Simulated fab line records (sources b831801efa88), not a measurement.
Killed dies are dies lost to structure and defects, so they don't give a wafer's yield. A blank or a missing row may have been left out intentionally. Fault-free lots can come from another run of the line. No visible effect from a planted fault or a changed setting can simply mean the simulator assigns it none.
8D (eight disciplines) problem report, filled in by code -- flow sfqLine -- the parts of the form that need people (team, actions taken, sign-off) are left out

== 1. WHAT WENT WRONG ==
Wafers without a fault read 180.2 W, standard deviation 1.2; rfFwdPowerW at SFQ_TRILAYER_A5C_DEP_PECVD_142 reads a mean of 209.3 W on 6 wafers belonging to 2 lots. That puts it +24 standard deviations away from the usual mean.
The step: deposits SiO2 from SiH4/N2O, time 15.556 s, target thk 70 nm.
The first sign was on wafer L906.2 at day 63 12:04, on pecvd-02. The record holds 18 wafers of 6 lots with a number at this step. Rule for "out", or "out of limits": more than 4 standard deviations from the usual mean. The rest of the wafers with a number are treated as sound.

== 2. WHAT IT IS; WHAT IT IS NOT ==
question,is,is not
which readings at this step,rfFwdPowerW,throttleValvePct
which lots,"L906, L907","L892, L905, L909, L915"
which wafers of those lots,all that have a number,-
read on which tools,pecvd-02,"pecvd-01, pecvd-03"
when,from day 63 12:04,"up to then (6 sound wafers); but 6 sound wafers of L909, L915 came after"

== 3. WHAT RULES OUT EACH SUSPECT ==
Counting: any tool at a process step up to the reading is kept as a suspect provided that every lot that is out went through it and no sound lot did after the first of them.
- pecvd-02 at SFQ_TRILAYER_A5C_DEP_PECVD_142 (deposits SiO2 from SiH4/N2O, time 15.556 s, target thk 70 nm): kept. It processed each lot that is out, first L906 at day 63 12:04, and no sound lot thereafter; up to then, the last sound lot it processed was L905 at day 63 03:08. On those wafers its own readings are out: rfFwdPowerW.
Left after counting: pecvd-02 at SFQ_TRILAYER_A5C_DEP_PECVD_142.

== 4. THE CAUSE (what the simulator had put in) ==
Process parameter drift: pecvd-02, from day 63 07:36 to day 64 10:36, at SFQ_TRILAYER_A5C_DEP_PECVD_142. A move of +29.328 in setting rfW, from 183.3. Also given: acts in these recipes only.
Counting left only this tool.

== 5. SEQUENCE OF EFFECTS, ordered by route ==
Each row: a reading whose mean over the struck wafers that have a number lies more than 3 standard deviations from the usual. Only readings for which the record gives a usual standard deviation are gone through. hours: the time from each lot's start at the first step in this table that gives one to its start at this step, as a median over the lots. sigmas: the change in usual standard deviations.
hours,step,reading,usual,on struck wafers,change,sigmas
0,SFQ_TRILAYER_A5C_DEP_PECVD_142,rfFwdPowerW,180.2 W,209.3,+29.1,+24
Its process steps:
- SFQ_TRILAYER_A5C_DEP_PECVD_142: deposits SiO2 from SiH4/N2O, time 15.556 s, target thk 70 nm.
Later measuring or inspecting steps at which every struck wafer that the step has a row for has a number for every such reading, and none has moved that far: SFQ_I5_OVL_MEAS_936, SFQ_C5_OVL_MEAS_937.

== 6. HOW IT WOULD HAVE BEEN CAUGHT EARLIER ==
4 hours passed between the start of the fault at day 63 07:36 and the first reading out of limits in this record, taken at day 63 12:04.
